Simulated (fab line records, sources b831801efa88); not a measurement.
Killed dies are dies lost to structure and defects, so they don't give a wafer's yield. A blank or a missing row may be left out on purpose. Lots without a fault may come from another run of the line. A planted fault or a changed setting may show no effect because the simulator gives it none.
Which tool did it? | flow gf180mcu | 15 lots, 45 wafers sampled, at 4 steps of a route of 602

WHAT THE GAUGES READ, wafer by wafer
GF_POLY_GATE_THK_MEAS_17. Usual: POLY_GATE_OXIDATION_THK 3.97 nm, standard deviation 0.093.
lot  | measured     | on            | POLY_GATE_OXIDATION_THK (nm) | flag
L807 | day 9 07:56  | film_metro-02 | 4.13 4.11 4.09               |
L808 | day 9 11:39  | film_metro-03 | 4.15 4.11 4.00               |
L809 | day 9 23:18  | film_metro-04 | 3.89 3.96 3.96               |
L810 | day 10 03:13 | film_metro-02 | 4.07 4.02 4.06               |
L811 | day 10 11:04 | film_metro-03 | 4.08 4.01 4.08               |
L812 | day 10 19:29 | film_metro-03 | 4.00 4.03 4.10               |
L814 | day 11 11:47 | film_metro-02 | 3.96 3.94 3.91               |
L815 | day 11 15:55 | film_metro-04 | 4.00 3.96 3.92               |
L816 | day 11 20:11 | film_metro-04 | 3.84 3.94 4.01               |
L819 | day 12 20:25 | film_metro-02 | 4.05 4.02 4.09               |
L820 | day 13 00:14 | film_metro-03 | 4.03 3.98 3.98               |
L821 | day 13 10:44 | film_metro-02 | 3.99 3.93 4.00               |
L822 | day 13 19:23 | film_metro-04 | 3.84 3.84 3.95               |
L823 | day 14 03:20 | film_metro-02 | 3.97 3.98 3.94               |
L825 | day 14 15:31 | film_metro-02 | 3.88 3.98 3.88               |

GF_HV_LDD_CD_MEAS_19: target cd 400 nm. Usual: cd_nm 400.3 nm, standard deviation 2.
lot  | measured     | on        | cd_nm (nm)        | flag
L807 | day 10 19:21 | cd_sem-01 | 400.4 403.9 403.2 |
L808 | day 11 00:02 | cd_sem-01 | 398.7 400.4 397.0 |
L809 | day 11 11:59 | cd_sem-02 | 401.1 400.0 398.1 |
L810 | day 11 16:19 | cd_sem-01 | 397.7 401.7 398.8 |
L811 | day 12 00:04 | cd_sem-01 | 404.6 404.7 403.1 |
L812 | day 12 08:52 | cd_sem-02 | 396.5 397.8 397.8 |
L814 | day 13 02:16 | cd_sem-02 | 403.3 399.3 400.6 |
L815 | day 13 05:45 | cd_sem-01 | 398.4 399.5 400.1 |
L816 | day 13 10:56 | cd_sem-02 | 398.0 398.0 398.3 |
L819 | day 14 13:56 | cd_sem-01 | 399.7 398.6 399.4 |
L820 | day 14 17:04 | cd_sem-02 | 403.4 401.9 402.3 |
L821 | day 15 03:46 | cd_sem-01 | 399.2 400.0 398.7 |
L822 | day 15 12:18 | cd_sem-02 | 400.3 397.7 399.7 |
L823 | day 15 21:39 | cd_sem-02 | 401.8 400.2 401.9 |
L825 | day 16 09:58 | cd_sem-02 | 401.8 400.9 401.3 |

WHICH TOOL RAN EACH LOT (tool, then ch and the chambers of the sampled wafers, then the start)
lot  | GF_VT_IMPLANT_RTA_45             | GF_HV_LDD_IMPLANT_09
L807 | rtp_anneal-02 ch 0, day 7 14:12  | implanter-01 ch 0, day 10 01:24
L808 | rtp_anneal-02 ch 0, day 7 18:23  | implanter-04 ch 0, day 10 05:53
L809 | rtp_anneal-01 ch 0, day 8 04:00  | implanter-02 ch 0, day 10 16:59
L810 | rtp_anneal-02 ch 0, day 8 09:14  | implanter-02 ch 0, day 10 21:14
L811 | rtp_anneal-02 ch 0, day 8 17:24  | implanter-01 ch 0, day 11 05:11
L812 | rtp_anneal-02 ch 0, day 9 00:30  | implanter-02 ch 0, day 11 13:52
L814 | rtp_anneal-02 ch 0, day 9 13:34  | implanter-04 ch 0, day 12 06:23
L815 | rtp_anneal-01 ch 0, day 9 19:44  | implanter-04 ch 0, day 12 10:43
L816 | rtp_anneal-01 ch 0, day 10 00:34 | implanter-01 ch 0, day 12 15:05
L819 | rtp_anneal-01 ch 0, day 10 23:29 | implanter-02 ch 0, day 13 16:58
L820 | rtp_anneal-01 ch 0, day 11 03:14 | implanter-02 ch 0, day 13 20:11
L821 | rtp_anneal-02 ch 0, day 11 12:05 | implanter-01 ch 0, day 14 06:53
L822 | rtp_anneal-01 ch 0, day 11 20:28 | implanter-02 ch 0, day 14 15:37
L823 | rtp_anneal-02 ch 0, day 12 01:09 | implanter-02 ch 0, day 15 00:09
L825 | rtp_anneal-02 ch 0, day 12 14:38 | implanter-02 ch 0, day 15 12:35
- GF_VT_IMPLANT_RTA_45: time 30 s.
- GF_HV_LDD_IMPLANT_09

WHAT THE TOOLS THEMSELVES READ (means of the sampled wafers that have a number; where no wafer has one, the mark that the record gives instead)
GF_VT_IMPLANT_RTA_45. Usual: lamp_power_pct 32.7 %, standard deviation 0.91; wafer_temp_C_max 1054.1, standard deviation 0.79.
lot  | tool          | lamp_power_pct (%) | wafer_temp_C_max | flag
L807 | rtp_anneal-02 | 31.9               | 1053.9           |
L808 | rtp_anneal-02 | 31.9               | 1053.7           |
L809 | rtp_anneal-01 | 33.7               | 1053.8           |
L810 | rtp_anneal-02 | 31.9               | 1053.8           |
L811 | rtp_anneal-02 | 32.0               | 1054.6           |
L812 | rtp_anneal-02 | 31.9               | 1053.6           |
L814 | rtp_anneal-02 | 32.0               | 1054.1           |
L815 | rtp_anneal-01 | 33.8               | 1054.6           |
L816 | rtp_anneal-01 | 33.8               | 1054.2           |
L819 | rtp_anneal-01 | 33.8               | 1054.3           |
L820 | rtp_anneal-01 | 33.8               | 1054.5           |
L821 | rtp_anneal-02 | 32.0               | 1054.3           |
L822 | rtp_anneal-01 | 33.8               | 1053.8           |
L823 | rtp_anneal-02 | 31.9               | 1054.5           |
L825 | rtp_anneal-02 | 32.0               | 1053.5           |

GF_HV_LDD_IMPLANT_09. Usual: tilt_deg 6.999 degrees, standard deviation 0.021.
lot  | tool         | tilt_deg (degrees) | flag
L807 | implanter-01 | 6.998              |
L808 | implanter-04 | 7.019              |
L809 | implanter-02 | 7.003              |
L810 | implanter-02 | 7.010              |
L811 | implanter-01 | 6.964              |
L812 | implanter-02 | 6.990              |
L814 | implanter-04 | 7.010              |
L815 | implanter-04 | 6.976              |
L816 | implanter-01 | 6.996              |
L819 | implanter-02 | 7.012              |
L820 | implanter-02 | 6.984              |
L821 | implanter-01 | 7.009              |
L822 | implanter-02 | 6.363              | OFF
L823 | implanter-02 | 6.316              | OFF
L825 | implanter-02 | 6.349              | OFF

THE ANSWER, worked out from the rows above alone
Rule: a lot is off if the mean of its wafers that have a number lies more than 3 standard deviations from the usual mean. A lot without any number at a reading at which 4 lots or more have one is off too. The other lots that the step has rows for count as sound. The gauges are gone through in route order, then the tools' own readings, and for those a lot's mean is taken as printed above. The first step at which some lot is off is used, and at that step the reading that is off furthest; a lot without a number counts as furthest.
Off: L822, L823, L825, at GF_HV_LDD_IMPLANT_09 (tilt_deg).
A tool fits if, at that step or a process step before it, it ran every lot that is off, and no sound lot after the first of them. One fits: implanter-02 at GF_HV_LDD_IMPLANT_09. Its last sound lot is L820 (day 13 20:11), its first lot that is off L822 (day 14 15:37): a fault that began between those two fits.
The tool's own readings at GF_HV_LDD_IMPLANT_09 bear it out: on the lots that are off they differ by more than 5 times the standard deviation of the sound lots' means. tilt_deg reads 6.343 degrees there against 6.998 degrees on the sound lots.

WHAT THE SIMULATOR HAD PUT IN
Process parameter drift: implanter-02, from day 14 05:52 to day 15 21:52, at GF_HV_LDD_IMPLANT_09. Setting tilt_deg, moved by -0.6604, from 7. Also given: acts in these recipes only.
Lots struck among those shown: L822, L823, L825. The rule above found the same.
